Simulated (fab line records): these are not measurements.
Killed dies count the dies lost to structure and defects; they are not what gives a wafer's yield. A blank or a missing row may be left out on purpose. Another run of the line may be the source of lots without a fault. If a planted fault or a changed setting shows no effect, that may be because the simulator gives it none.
fab line records	flow sky130
record: lots: 6	wafers: 18	lastDay: 49
route steps=708 shown FIELD_ISO@15 NWELL@32 DNWELL@35 PWDE@45 PAD_OPEN@708
lots untouched by any fault: they come from a run of this same line in which no faults occurred
startH: the number of hours between the record's first day and the start of the first shown wafer of the lot	waitH: hours elapsed since this lot's preceding step	" identical to the entry in the row above	L1.1+2: one row covering several wafers at once	- either no value or no given start	* or withheld: withheld	< > ~ a bound
route shown NAME@n: NAME is a module with steps in the file, n the number in the route of the first one	usual: mean/standard deviation of fault-free wafers	same: alike in all rows	chamber/n: place in a boat	sites: readings site by site	_std_site: standard deviation across them	_edge_site: the outer-site mean with the inner-site mean subtracted	radiusMm: how far each site lies from the wafer's centre	mask NAME#n: copy n	behind: tool/chamber where the wafer was last shaped	hold: cause of the lot's hold/its duration in hours/its outcome	device: the transistor (n, p or np) that didn't switch	end of line: the tests these same wafers got at the end of their route	a step with no rows: only its recipe	killed: count of dies lost to structure and defects at first sort (not the wafer's yield)	map: per-die view of a wafer (x killed, . not killed, _ where there is no die)
set.NAME: the setting that was run; set.NAME@STEP: the one run at that earlier step	model.NAME: the simulator's own value behind a step, which no gauge read
lots at selected steps of the route; one table per step, one row per wafer
services: a tool's chamber out of use, with start hour (startH, from the record's first day; less than 0 if before it), hours out, and reason
== steps ==
step: SKY_FIELD_ISO_ETCH_14
recipe: chemistry: N2/H2	target: BARC	ionEnergyEv: 200	sourceW: 500	biasW: 100	pressureMtorr: 30	n2FlowSccm: 100	h2FlowSccm: 200	stopOn: SiO2	timeS: 45.9	targetDepthA: 600
step: SKY_FIELD_ISO_ETCH_15
recipe: chemistry: CHF3/O2	targetDepthNm: 180	stopOn: Si	sourceW: 600	biasW: 200	pressureMtorr: 40	chf3FlowSccm: 50	O2_flow_sccm: 5	timeS: 72
usual: O2_flow_sccm: 4.998/0.015	drypumpMotorCurrentA: 5.6/0.57	oesProductAu: 0.949/0.006	throttleValvePct: 8.845/0.0089
lot.wafer	tool	chamber	startH	waitH	O2_flow_sccm	drypumpMotorCurrentA	oesProductAu	rfHoursCounterH	throttleValvePct
L730.1	rieDiel-04	2	29.73	0.0	5.014	5.5	0.955	39	8.849
L730.5	"	2	"	"	5.045	5.5	0.951	-	8.842
L730.6	"	1	"	"	5.020	5.7	0.949	-	8.846
L732.2	rieDiel-03	0	39.50	0.0	4.989	6.0	0.952	88	8.845
L732.3	"	1	"	"	5.005	4.8	0.951	0	8.841
L732.6	"	3	"	"	5.029	6.0	0.953	-	8.856
L734.2	rieDiel-01	0	50.88	0.0	5.012	6.5	0.950	134	8.843
L734.4	"	3	"	"	5.042	4.8	0.947	34	8.854
L734.5	"	1	"	"	4.989	6.3	0.956	-	8.826
L741.2	rieDiel-04	1	88.03	0.0	5.007	5.6	0.942	59	8.851
L741.5	"	2	"	"	5.000	5.5	0.943	-	8.833
L741.6	"	3	"	"	4.994	5.0	0.947	-	8.835
L745.2	rieDiel-01	2	106.78	0.0	5.008	5.5	0.949	2	8.832
L745.4	"	1	"	"	5.022	6.3	0.948	144	8.855
L745.5	"	0	"	"	5.009	6.5	0.958	-	8.843
L747.1	rieDiel-01	2	119.10	0.0	4.993	5.5	0.942	2	8.842
L747.2	"	1	"	"	4.979	6.2	0.951	144	8.816
L747.6	"	2	"	"	5.001	5.5	0.953	-	8.838
step: SKY_FIELD_ISO_STRIP_16
recipe: chemistry: O2/N2	powerW: 1400	pressureMtorr: 1500	platenTempC: withheld	o2FlowSccm: 3000	n2FlowSccm: 300	overashFraction: 0.5
usual: drypumpMotorCurrentA: 5.7/0.45	oesProductAu: 0.378/0.0045	stripTimeToEndpointS: 3.550/0.027
lot.wafer	tool	chamber	startH	waitH	drypumpMotorCurrentA	oesProductAu	rfHoursCounterH	stripTimeToEndpointS
L730.1	plasmaAsher-01	1	29.79	0.0	5.9	0.386	36	3.556
L730.5	"	0	"	"	5.1	0.381	-	3.547
L730.6	"	1	"	"	5.9	0.381	-	3.592
L732.2	plasmaAsher-02	0	39.56	0.0	6.4	0.378	23	3.526
L732.3	"	1	"	"	5.9	0.372	-	3.487
L732.6	"	0	"	"	6.4	0.383	-	3.554
L734.2	plasmaAsher-01	0	50.94	0.0	5.1	0.384	38	3.533
L734.4	"	1	"	"	5.9	0.372	-	3.535
L734.5	"	0	"	"	5.1	0.372	-	3.547
L741.2	plasmaAsher-01	1	88.09	0.0	5.9	0.375	42	3.566
L741.5	"	0	"	"	5.1	0.374	-	3.549
L741.6	"	1	"	"	5.9	0.381	-	3.552
L745.2	plasmaAsher-01	1	106.84	0.0	5.9	0.375	44	3.606
L745.4	"	1	"	"	5.9	0.371	-	3.606
L745.5	"	1	"	"	5.9	0.377	-	3.567
L747.1	plasmaAsher-03	0	119.16	0.0	5.4	0.382	39	3.570
L747.2	"	1	"	"	5.4	0.389	39	3.574
L747.6	"	0	"	"	5.4	0.380	-	3.594
step: SKY_FIELD_ISO_ETCH_17
recipe: targetDepthA: 3420	maskMaterial: Si3N4	chemistry: HBr/Cl2/O2	target: Si	taperDeg: 5	icpW: 600	biasW: 150	pressureMtorr: 15	HBr_flow_sccm: 150	Cl2_flow_sccm: 40	O2_flow_sccm: 6	timeS: 97.7
usual: O2_flow_sccm: 6.001/0.018	drypumpMotorCurrentA: 5.7/0.52	oesProductAu: 1.003/0.009	throttleValvePct: 25.655/0.01
lot.wafer	tool	chamber	startH	waitH	O2_flow_sccm	drypumpMotorCurrentA	oesProductAu	rfHoursCounterH	throttleValvePct
L730.1	rieSi-02	2	29.89	0.1	5.991	5.3	0.995	75	25.663
L730.5	"	3	"	"	6.036	6.7	1.008	-	25.664
L730.6	"	2	"	"	5.984	5.3	0.997	-	25.647
L732.2	rieSi-01	0	39.66	0.1	5.990	5.7	1.019	144	25.640
L732.3	"	1	"	"	6.026	6.0	1.004	0	25.657
L732.6	"	0	"	"	5.979	5.7	1.024	-	25.641
L734.2	rieSi-02	0	51.04	0.1	6.027	4.8	1.006	84	25.644
L734.4	"	1	"	"	6.029	4.9	0.988	80	25.647
L734.5	"	2	"	"	6.011	5.3	0.994	-	25.676
L741.2	rieSi-01	2	88.19	0.1	6.028	5.6	1.003	36	25.654
L741.5	"	0	"	"	6.012	5.7	1.017	-	25.638
L741.6	"	3	"	"	5.987	6.0	0.995	-	25.661
L745.2	rieSi-01	3	106.94	0.1	5.992	6.0	1.006	0	25.646
L745.4	"	2	"	"	6.001	5.6	0.994	-	25.657
L745.5	"	3	"	"	6.011	6.0	1.009	-	25.637
L747.1	rieSi-02	1	119.26	0.1	6.007	5.0	0.988	81	25.663
L747.2	"	2	"	"	6.009	5.4	0.994	76	25.668
L747.6	"	3	"	"	6.005	6.7	1.003	-	25.655
step: SKY_FIELD_ISO_WET_ETCH_18
recipe: chemistry: H3PO4	targetDepthNm: 25	tempC: 160	target: Si3N4	timeS: 286
step: SKY_FIELD_ISO_CLEAN_19
recipe: chemistry: SC1/SC2	mix: 1:4:20	tempC: 70	timeS: 150
step: SKY_FIELD_ISO_CLEAN_20
recipe: chemistry: dHF	timeS: 20	dilution: 100:1
step: SKY_FIELD_ISO_WET_ETCH_21
recipe: chemistry: dHF	dilution: 100:1	targetDepthNm: 20	dry: ipaMarangoni	target: SiO2	tempC: 25	timeS: 400
step: SKY_FIELD_ISO_OXIDATION_22
recipe: tempC: 950	ambient: O2	stabiliseS: 600	purgeS: 300	targetThkA: 100	oxTimeS: 623
step: SKY_FIELD_ISO_THK_MEAS_23
recipe: reads: SiO2_of_FIELD_ISO_OXIDATION_22
usual: FIELD_ISO_OXIDATION_01_THK: 10.08/0.19
lot.wafer	tool	chamber	startH	waitH	FIELD_ISO_OXIDATION_01_THK[nm]
L730.1	filmMetro-01	-	32.71	0.0	10.15
L730.5	"	-	"	"	9.93
L730.6	"	-	"	"	9.87
L732.2	filmMetro-01	-	41.20	0.0	10.49
L732.3	"	-	"	"	10.53
L732.6	"	-	"	"	10.55
L734.2	filmMetro-03	-	52.81	0.0	10.14
L734.4	"	-	"	"	10.02
L734.5	"	-	"	"	10.05
L741.2	filmMetro-01	-	89.73	0.0	10.24
L741.5	"	-	"	"	10.35
L741.6	"	-	"	"	10.20
L745.2	filmMetro-03	-	109.35	0.0	9.80
L745.4	"	-	"	"	9.64
L745.5	"	-	"	"	9.74
L747.1	filmMetro-01	-	121.79	0.0	9.82
L747.2	"	-	"	"	9.92
L747.6	"	-	"	"	10.03
step: SKY_FIELD_ISO_CVD_24
recipe: material: SiO2	targetThkNm: 595	tempC: 650	sigmaOpenFrac: 0.3	timeS: 99.2	sih4FlowSccm: 60	pressureMtorr: 6
step: SKY_FIELD_ISO_THK_MEAS_25
recipe: reads: SiO2_of_FIELD_ISO_CVD_24
usual: FIELD_ISO_CVD_24_THK: 598/4.9
lot.wafer	tool	chamber	startH	waitH	FIELD_ISO_CVD_24_THK[nm]
L730.1	filmMetro-04	-	32.84	0.0	597
L730.5	"	-	"	"	604
L730.6	"	-	"	"	593
L732.2	filmMetro-04	-	41.33	0.0	598
L732.3	"	-	"	"	604
L732.6	"	-	"	"	599
L734.2	filmMetro-01	-	52.95	0.0	595
L734.4	"	-	"	"	593
L734.5	"	-	"	"	586
L741.2	filmMetro-03	-	89.87	0.0	600
L741.5	"	-	"	"	600
L741.6	"	-	"	"	595
L745.2	filmMetro-04	-	109.48	0.0	597
L745.4	"	-	"	"	583
L745.5	"	-	"	"	598
L747.1	filmMetro-03	-	121.93	0.0	588
L747.2	"	-	"	"	590
L747.6	"	-	"	"	590
step: SKY_FIELD_ISO_ANNEAL_26
recipe: tempC: 1000	timeS: 1800	ambient: N2
usual: zonePowerBottomPct: 31.8/0.49
lot.wafer	tool	chamber	startH	waitH	zonePowerBottomPct
L730.1	furnace-01	0	34.03	1.2	31.6
L730.5	"	0	"	"	31.2
L730.6	"	0	"	"	31.5
L732.2	furnace-01	0	42.59	1.2	31.5
L732.3	"	0	"	"	31.2
L732.6	"	0	"	"	31.5
L734.2	furnace-01	0	54.20	1.2	31.9
L734.4	"	0	"	"	31.5
L734.5	"	0	"	"	31.5
L741.2	furnace-01	0	89.92	0.0	31.1
L741.5	"	0	"	"	31.4
L741.6	"	0	"	"	31.7
L745.2	furnace-01	0	110.68	1.2	31.3
L745.4	"	0	"	"	31.1
L745.5	"	0	"	"	31.3
L747.1	furnace-01	0	121.99	0.1	31.2
L747.2	"	0	"	"	31.1
L747.6	"	0	"	"	31.6
step: SKY_FIELD_ISO_CMP_27
recipe: stopOn: Si3N4	tOverpolishS: 16	downForcePsi: 4	platenRpm: 60	targetThkNm: 457.8	padVelocityMS: 0.94248
step: SKY_FIELD_ISO_WET_ETCH_28
recipe: chemistry: dHF	targetDepthNm: 23.7	target: SiO2	dilution: 10:1	tempC: 25	timeS: 47
step: SKY_FIELD_ISO_WET_ETCH_29
recipe: chemistry: H3PO4	targetDepthNm: 160	target: Si3N4	tempC: 160	timeS: 1825
step: SKY_FIELD_ISO_WET_ETCH_30
recipe: chemistry: dHF	targetDepthNm: 25	target: SiO2	dilution: 10:1	tempC: 25	timeS: 50
step: SKY_NWELL_CLEAN_00
recipe: chemistry: SC1/SC2	mix: 1:4:20	tempC: 70	timeS: 150	dry: n2Spin
step: SKY_NWELL_OXIDATION_01
recipe: tempC: 900	ambient: O2	stabiliseS: 600	purgeS: 300	targetThkA: 100	oxTimeS: 1418
step: SKY_NWELL_THK_MEAS_02
recipe: reads: SiO2_of_NWELL_OXIDATION_01
usual: NWELL_OXIDATION_THK: 10.03/0.16
lot.wafer	tool	chamber	startH	waitH	NWELL_OXIDATION_THK[nm]
L730.1	filmMetro-04	-	38.10	0.0	10.18
L730.5	"	-	"	"	10.19
L730.6	"	-	"	"	10.21
L732.2	filmMetro-04	-	47.02	0.0	10.37
L732.3	"	-	"	"	10.27
L732.6	"	-	"	"	10.33
L734.2	filmMetro-04	-	58.61	0.0	10.08
L734.4	"	-	"	"	9.98
L734.5	"	-	"	"	9.92
L741.2	filmMetro-01	-	94.44	0.0	10.41
L741.5	"	-	"	"	10.49
L741.6	"	-	"	"	10.49
L745.2	filmMetro-01	-	116.41	0.0	9.91
L745.4	"	-	"	"	10.15
L745.5	"	-	"	"	10.17
L747.1	filmMetro-02	-	126.61	0.0	9.94
L747.2	"	-	"	"	10.04
L747.6	"	-	"	"	10.06
step: SKY_DNWELL_DEHYDRATE_00
recipe: tempC: 200	timeS: 60
step: SKY_DNWELL_HMDS_01
recipe: primeTimeS: 60	primeTempC: 120
step: SKY_DNWELL_COAT_02
recipe: spinRpm: 2000	resistThkNm: 3000
step: SKY_DNWELL_SOFTBAKE_03
recipe: tempC: 110	timeS: withheld
step: SKY_DNWELL_EXPOSE_04
recipe: maskId: DNM	na: 0.57	targetCdNm: 3000	doseMj: 222
step: SKY_DNWELL_PEB_05
recipe: tempC: 115	timeS: withheld
step: SKY_DNWELL_DEVELOP_06
recipe: wallAngleDeg: 90	developer: TMAH	developTimeS: 60	devTempC: 23
step: SKY_DNWELL_IMPLANT_07
recipe: species: P	energyKev: withheld	doseCm2: withheld	tiltDeg: withheld
step: SKY_DNWELL_STRIP_08
recipe: chemistry: O2/N2	powerW: 1400	pressureMtorr: 1500	platenTempC: withheld	o2FlowSccm: 3000	n2FlowSccm: 300	overashFraction: 0.5
usual: drypumpMotorCurrentA: 5.51/0.23	oesProductAu: 0.723/0.0044	stripTimeToEndpointS: 36.95/0.095
lot.wafer	tool	chamber	startH	waitH	drypumpMotorCurrentA	oesProductAu	rfHoursCounterH	stripTimeToEndpointS
L730.1	plasmaAsher-01	0	53.62	0.1	5.04	0.716	39	37.09
L730.5	"	0	"	"	5.05	0.717	-	36.99
L730.6	"	1	"	"	5.92	0.721	-	37.03
L732.2	plasmaAsher-01	0	62.99	0.1	5.06	0.722	40	37.13
L732.3	"	0	"	"	5.05	0.724	-	37.13
L732.6	"	0	"	"	5.05	0.719	-	37.24
L734.2	plasmaAsher-04	1	74.92	0.1	5.74	0.730	39	36.99
L734.4	"	0	"	"	5.56	0.725	-	36.94
L734.5	"	1	"	"	5.75	0.727	-	36.87
L741.2	plasmaAsher-03	0	112.42	0.1	5.39	0.719	39	36.86
L741.5	"	1	"	"	5.42	0.726	-	37.01
L741.6	"	0	"	"	5.36	0.719	-	36.97
L745.2	plasmaAsher-03	1	135.07	0.1	5.42	0.727	42	36.79
L745.4	"	1	"	"	5.41	0.727	-	36.86
L745.5	"	0	"	"	5.39	0.724	-	36.87
L747.1	plasmaAsher-04	1	146.02	0.1	5.68	0.722	47	36.97
L747.2	"	0	"	"	5.55	0.726	47	36.95
L747.6	"	0	"	"	5.57	0.726	-	36.90
step: SKY_DNWELL_TW_MEAS_09
usual: DNWELL_TW: 1103/9.8
lot.wafer	tool	chamber	startH	waitH	DNWELL_TW
L730.1	filmMetro-04	-	53.72	0.1	1109
L730.5	"	-	"	"	1112
L730.6	"	-	"	"	1111
L732.2	filmMetro-04	-	63.10	0.1	1117
L732.3	"	-	"	"	1113
L732.6	"	-	"	"	1117
L734.2	filmMetro-04	-	75.03	0.1	1113
L734.4	"	-	"	"	1124
L734.5	"	-	"	"	1113
L741.2	filmMetro-01	-	112.53	0.1	1112
L741.5	"	-	"	"	1103
L741.6	"	-	"	"	1110
L745.2	filmMetro-01	-	135.18	0.1	1105
L745.4	"	-	"	"	1101
L745.5	"	-	"	"	1097
L747.1	filmMetro-04	-	146.12	0.1	1115
L747.2	"	-	"	"	1109
L747.6	"	-	"	"	1113
step: SKY_PWDE_DEHYDRATE_00
recipe: tempC: 200	timeS: 60
step: SKY_PWDE_HMDS_01
recipe: primeTimeS: 60	primeTempC: 120
step: SKY_PWDE_COAT_02
recipe: spinRpm: 2000	resistThkNm: 3000
step: SKY_PWDE_SOFTBAKE_03
recipe: tempC: 110	timeS: withheld
step: SKY_PWDE_EXPOSE_04
recipe: maskId: PWDEM	na: 0.6	sourceShape: conventional	sigmaOuter: 0.6	polarization: unpolarized	targetCdNm: 840	doseMj: 214
step: SKY_PWDE_PEB_05
recipe: tempC: 115	timeS: withheld
step: SKY_PWDE_DEVELOP_06
recipe: wallAngleDeg: 90	developer: TMAH	developTimeS: 60	devTempC: 23
step: SKY_PWDE_OVL_MEAS_07
usual: PWDE_OVL: -1.4/1.3
lot.wafer	tool	chamber	startH	waitH	PWDE_OVL[nm]
L730.1	overlay-02	-	70.37	-	-1.7
L730.5	"	-	"	"	-1.8
L730.6	"	-	"	"	-3.5
L732.2	overlay-02	-	79.24	-	-0.4
L732.3	"	-	"	"	-0.4
L732.6	"	-	"	"	-1.7
L734.2	overlay-01	-	92.32	-	-2.6
L734.4	"	-	"	"	-1.8
L734.5	"	-	"	"	-1.3
L741.2	overlay-01	-	130.64	-	0.5
L741.5	"	-	"	"	0.9
L741.6	"	-	"	"	-1.1
L745.2	overlay-01	-	154.12	-	-0.1
L745.4	"	-	"	"	0.9
L745.5	"	-	"	"	-0.3
L747.1	overlay-02	-	165.97	-	-1.4
L747.2	"	-	"	"	-3.1
L747.6	"	-	"	"	-1.8
step: SKY_PWDE_IMPLANT_08
recipe: species: B	energyKev: 150	doseCm2: 3.6e+12	tiltDeg: withheld
step: SKY_PWDE_STRIP_09
recipe: chemistry: O2/N2	powerW: 1400	pressureMtorr: 1500	platenTempC: withheld	o2FlowSccm: 3000	n2FlowSccm: 300	overashFraction: 0.5
usual: drypumpMotorCurrentA: 5.7/0.33	oesProductAu: 0.722/0.0047	stripTimeToEndpointS: 36.91/0.13
lot.wafer	tool	chamber	startH	waitH	drypumpMotorCurrentA	oesProductAu	rfHoursCounterH	stripTimeToEndpointS
L730.1	plasmaAsher-03	0	70.55	0.1	5.4	0.725	34	37.13
L730.5	"	0	"	"	5.4	0.722	-	37.09
L730.6	"	1	"	"	5.4	0.711	-	37.19
L732.2	plasmaAsher-02	0	79.42	0.1	6.4	0.722	26	36.72
L732.3	"	0	"	"	6.4	0.731	-	36.81
L732.6	"	1	"	"	5.9	0.722	-	36.73
L734.2	plasmaAsher-02	0	92.50	0.1	6.4	0.719	28	37.06
L734.4	"	1	"	"	5.9	0.724	-	36.99
L734.5	"	0	"	"	6.4	0.724	-	37.00
L741.2	plasmaAsher-03	0	130.82	0.1	5.4	0.723	41	37.09
L741.5	"	1	"	"	5.5	0.718	-	37.20
L741.6	"	0	"	"	5.4	0.713	-	37.05
L745.2	plasmaAsher-03	1	154.30	0.1	5.4	0.728	44	36.70
L745.4	"	1	"	"	5.4	0.718	-	36.87
L745.5	"	1	"	"	5.4	0.725	-	36.83
L747.1	plasmaAsher-04	1	166.15	0.1	5.7	0.730	50	36.82
L747.2	"	0	"	"	5.5	0.717	50	36.83
L747.6	"	1	"	"	5.7	0.715	-	36.90
step: SKY_PWDE_TW_MEAS_10
usual: PWDE_TW: 369.5/2.6
lot.wafer	tool	chamber	startH	waitH	PWDE_TW
L730.1	filmMetro-01	-	70.65	0.1	372.8
L730.5	"	-	"	"	372.9
L730.6	"	-	"	"	372.6
L732.2	filmMetro-02	-	79.53	0.1	367.3
L732.3	"	-	"	"	367.0
L732.6	"	-	"	"	366.1
L734.2	filmMetro-01	-	92.61	0.1	373.6
L734.4	"	-	"	"	372.2
L734.5	"	-	"	"	372.7
L741.2	filmMetro-02	-	130.93	0.1	366.3
L741.5	"	-	"	"	367.9
L741.6	"	-	"	"	369.6
L745.2	filmMetro-02	-	154.41	0.1	368.2
L745.4	"	-	"	"	365.3
L745.5	"	-	"	"	366.9
L747.1	filmMetro-01	-	166.25	0.1	367.0
L747.2	"	-	"	"	369.0
L747.6	"	-	"	"	366.7
step: SKY_NWELL_DEHYDRATE_03
recipe: tempC: 200	timeS: 60
step: SKY_PAD_OPEN_PROBE_99
usual: killed_at_M0_to_M3: 44/8.6	killed_at_M4_up: 3.4/1.9	killedAtContacts: 23/5.7	killedAtFrontEnd: 15/4.5	killedAtOther: 0.4/0.62	killedDies: 86/11	killedOpen: 46/7.6	killedShort: 39/6.3
same: grossDies: 492	killedAtBackSide: 0
lot.wafer	tool	chamber	startH	waitH	killed_at_M0_to_M3	killed_at_M4_up	killedAtContacts	killedAtFrontEnd	killedAtOther	killedDies	killedOpen	killedShort	model.etest.diodeNwellSub.leakLog10ACm2	model.etest.diodeDnwellSub.leakLog10ACm2	model.etest.diodePwellDnwell.leakLog10ACm2	model.etest.nfet_16v.offLog10AUm
L730.1	prober-02	-	1085.39	0.1	32	3	19	7	1	62	37	25	-7.211	-7.291	-7.683	-13.88
L730.5	prober-02	-	1085.59	0.2	35	6	23	15	0	79	37	42	-7.205	-7.367	-7.62	-13.91
L730.6	prober-02	-	1085.64	0.2	30	3	31	8	0	72	42	30	-7.539	-7.173	-7.364	-13.75
L732.2	prober-02	-	1095.41	0.1	60	7	18	21	0	106	51	55	-7.3	-7.185	-7.329	-13.74
L732.3	prober-02	-	1095.46	0.2	51	4	17	13	3	88	43	42	-7.069	-7.57	-7.524	-13.76
L732.6	prober-02	-	1095.61	0.2	54	5	17	15	0	91	51	39	-7.24	-7.463	-7.771	-13.85
L734.2	prober-01	-	1117.03	0.1	54	4	26	14	1	99	58	40	-7.311	-7.268	-7.764	-13.9
L734.4	prober-01	-	1117.13	0.2	47	4	17	17	1	86	45	41	-7.217	-7.109	-7.7	-13.83
L734.5	prober-01	-	1117.18	0.2	45	3	25	8	0	81	38	42	-6.934	-7.386	-7.535	-13.82
L741.2	prober-01	-	1155.79	0.1	46	5	28	15	0	94	54	40	-7.37	-7.155	-7.739	-13.84
L741.5	prober-01	-	1155.94	0.2	43	5	27	21	0	96	47	49	-7.45	-7.657	-7.62	-13.95
L741.6	prober-01	-	1155.99	0.2	32	1	30	19	0	82	38	44	-7.243	-7.452	-7.272	-13.93
L745.2	prober-01	-	1176.69	0.1	58	5	22	17	1	103	50	51	-6.908	-6.665	-6.967	-13.52
L745.4	prober-01	-	1176.79	0.2	31	2	22	16	1	72	31	41	-6.815	-6.884	-7.06	-13.63
L745.5	prober-01	-	1176.84	0.2	31	2	28	14	0	75	43	32	-7.053	-6.963	-7.2	-13.61
L747.1	prober-01	-	1180.14	0.1	61	2	24	13	0	100	49	51	-6.707	-6.791	-7.187	-13.62
L747.2	prober-01	-	1180.19	0.1	61	3	28	20	0	112	66	46	-6.892	-6.894	-6.912	-13.82
L747.6	prober-01	-	1180.39	0.2	30	7	19	20	1	77	44	33	-6.586	-6.958	-7.219	-13.81
killed by level:class
L730.1 VIA1:geometricParticle:open=11 CONTACT:geometricParticle:open=7 LI_CONTACT:geometricParticle:open=6 VIA1:geometricParticle:short=4 VIA2:geometricParticle:short=4 POLY_GATE:geometricParticle:open=3 LI_CONTACT:geometricParticle:short=3 LOCAL_INTERCONNECT:geometricParticle:short=3
L730.5 CONTACT:geometricParticle:open=8 VIA1:geometricParticle:open=8 CONTACT:geometricParticle:short=7 METAL2:geometricParticle:short=6 VIA2:geometricParticle:open=6 VIA3:geometricParticle:open=5 FIELD_ISO:geometricParticle:short=3 METAL1:geometricParticle:short=3
L730.6 CONTACT:geometricParticle:open=14 VIA1:geometricParticle:open=11 CONTACT:geometricParticle:short=7 LI_CONTACT:geometricParticle:open=5 VIA2:geometricParticle:open=4 LOCAL_INTERCONNECT:geometricParticle:short=3 VIA1:geometricParticle:short=3 METAL4:geometricParticle:short=3
L732.2 VIA2:geometricParticle:open=15 VIA1:geometricParticle:open=12 POLY_GATE:geometricParticle:short=7 METAL1:geometricParticle:short=7 CONTACT:geometricParticle:open=6 VIA3:geometricParticle:short=6 VIA1:geometricParticle:short=6 METAL2:geometricParticle:short=6
L732.3 VIA2:geometricParticle:open=10 VIA1:geometricParticle:open=8 METAL2:geometricParticle:short=7 VIA3:geometricParticle:open=7 POLY_GATE:geometricParticle:short=5 METAL1:geometricParticle:short=5 FIELD_ISO:geometricParticle:open=4 LOCAL_INTERCONNECT:geometricParticle:short=4
L732.6 VIA1:geometricParticle:open=19 METAL2:geometricParticle:short=9 LI_CONTACT:geometricParticle:open=7 VIA1:geometricParticle:short=6 CONTACT:geometricParticle:open=6 VIA2:geometricParticle:open=6 FIELD_ISO:geometricParticle:short=4 METAL1:geometricParticle:short=4
L734.2 VIA1:geometricParticle:open=17 CONTACT:geometricParticle:open=8 VIA2:geometricParticle:open=7 LOCAL_INTERCONNECT:geometricParticle:short=6 CONTACT:geometricParticle:short=5 VIA3:geometricParticle:open=5 VIA1:geometricParticle:short=5 METAL2:geometricParticle:short=5
L734.4 VIA1:geometricParticle:open=10 VIA3:geometricParticle:open=8 VIA1:geometricParticle:short=8 METAL1:geometricParticle:short=7 FIELD_ISO:geometricParticle:open=6 POLY_GATE:geometricParticle:open=5 METAL3:geometricParticle:short=5 CONTACT:geometricParticle:short=4
L734.5 VIA1:geometricParticle:open=9 LI_CONTACT:geometricParticle:open=7 METAL1:geometricParticle:short=6 METAL2:geometricParticle:short=6 VIA3:geometricParticle:open=6 LOCAL_INTERCONNECT:geometricParticle:short=5 CONTACT:geometricParticle:short=5 VIA2:geometricParticle:open=5
L741.2 VIA1:geometricParticle:open=14 CONTACT:geometricParticle:open=11 LI_CONTACT:geometricParticle:open=8 METAL2:geometricParticle:short=7 VIA2:geometricParticle:open=7 VIA3:geometricParticle:short=5 POLY_GATE:geometricParticle:open=4 LI_CONTACT:geometricParticle:short=4
L741.5 VIA1:geometricParticle:open=9 VIA3:geometricParticle:open=8 LI_CONTACT:geometricParticle:open=8 FIELD_ISO:geometricParticle:open=7 FIELD_ISO:geometricParticle:short=6 LOCAL_INTERCONNECT:geometricParticle:short=6 VIA2:geometricParticle:open=6 METAL1:geometricParticle:short=5
L741.6 LOCAL_INTERCONNECT:geometricParticle:short=11 VIA1:geometricParticle:open=11 LI_CONTACT:geometricParticle:open=7 FIELD_ISO:geometricParticle:short=6 FIELD_ISO:geometricParticle:open=5 POLY_GATE:geometricParticle:open=5 LI_CONTACT:geometricParticle:short=4 CONTACT:geometricParticle:open=4
L745.2 VIA1:geometricParticle:open=13 LI_CONTACT:geometricParticle:open=8 METAL1:geometricParticle:short=8 VIA2:geometricParticle:open=7 FIELD_ISO:geometricParticle:short=6 METAL2:geometricParticle:short=6 CONTACT:geometricParticle:open=5 VIA1:geometricParticle:short=5
L745.4 LI_CONTACT:geometricParticle:open=7 METAL1:geometricParticle:short=7 LI_CONTACT:geometricParticle:short=5 VIA1:geometricParticle:open=5 CONTACT:geometricParticle:short=5 FIELD_ISO:geometricParticle:short=4 METAL3:geometricParticle:short=4 CONTACT:geometricParticle:open=4
L745.5 CONTACT:geometricParticle:open=11 LI_CONTACT:geometricParticle:open=7 VIA3:geometricParticle:open=6 CONTACT:geometricParticle:short=6 METAL3:geometricParticle:short=5 POLY_GATE:geometricParticle:open=4 METAL2:geometricParticle:short=4 VIA2:geometricParticle:open=4
L747.1 VIA3:geometricParticle:open=12 METAL1:geometricParticle:short=8 VIA1:geometricParticle:open=8 LI_CONTACT:geometricParticle:open=7 METAL2:geometricParticle:short=6 VIA1:geometricParticle:short=6 CONTACT:geometricParticle:open=5 METAL3:geometricParticle:short=5
L747.2 VIA1:geometricParticle:open=20 CONTACT:geometricParticle:open=15 VIA2:geometricParticle:open=9 VIA3:geometricParticle:open=8 VIA2:geometricParticle:short=6 FIELD_ISO:geometricParticle:open=5 POLY_GATE:geometricParticle:open=5 LI_CONTACT:geometricParticle:short=5
L747.6 VIA2:geometricParticle:open=11 CONTACT:geometricParticle:open=9 CONTACT:geometricParticle:short=7 POLY_GATE:geometricParticle:open=5 METAL2:geometricParticle:short=5 FIELD_ISO:geometricParticle:open=4 FIELD_ISO:geometricParticle:short=4 METAL4:geometricParticle:short=4
== services ==
tool	chamber	startH	hours	kind
furnace-01	-	9.53	3.2	pm
rieSi-01	1	10.90	-	clean
rieSi-01	1	10.90	20.6	scheduledDown
rieSi-01	1	10.90	20.6	ventCycle
plasmaAsher-03	-	14.39	28.1	pm
plasmaAsher-01	-	21.28	1.8	repair
rieDiel-04	-	27.21	1.3	repair
plasmaAsher-02	-	35.18	2.1	repair
rieDiel-01	-	37.46	2.8	pm
rieSi-01	-	56.85	2.8	pm
rieSi-02	3	94.71	7.4	repair
rieSi-01	0	97.33	18.5	repair
plasmaAsher-01	-	100.75	3.1	repair
plasmaAsher-01	-	108.36	2.7	repair
plasmaAsher-02	-	109.33	1.5	repair
plasmaAsher-01	-	111.09	9.0	pm
plasmaAsher-01	0	111.09	9.0	ventCycle
plasmaAsher-01	1	111.09	9.0	ventCycle
plasmaAsher-01	0	120.09	-	clean
plasmaAsher-01	1	120.09	-	clean
plasmaAsher-02	-	122.32	58.8	repair
furnace-01	-	151.63	3.3	pm
rieDiel-03	3	151.91	1.4	repair
rieSi-02	-	164.59	0.1	repair
== key ==
firstSign none at tools or gauges
modelEffect: step: SKY_PAD_OPEN_PROBE_99	value: etest.diodeNwellSub.leakLog10ACm2	without: -7.288	struck: -6.827
metAt SKY_FIELD_ISO_ANNEAL_26
struckWafers L745.2,L745.4,L745.5,L747.1,L747.2,L747.6
testerLeftOut L745,L747
onsetBetween 89.92 110.68
alsoFits time
fault: kind: metallicContaminationSource	tool: furnace-01	chamber: -	onsetH: 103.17	steps: SKY_FIELD_ISO_ANNEAL_26	rateCm2PerVisit: 1.5788e+12	species: metalCuCm2
testerLeftOut: of these lots the tester's yield and bins aren't shown, on N5 and GAA mostly nor the transistor test; their killed dies are dies lost to structure and defects alone, not to doping, threshold or leakage, so they don't give the yield
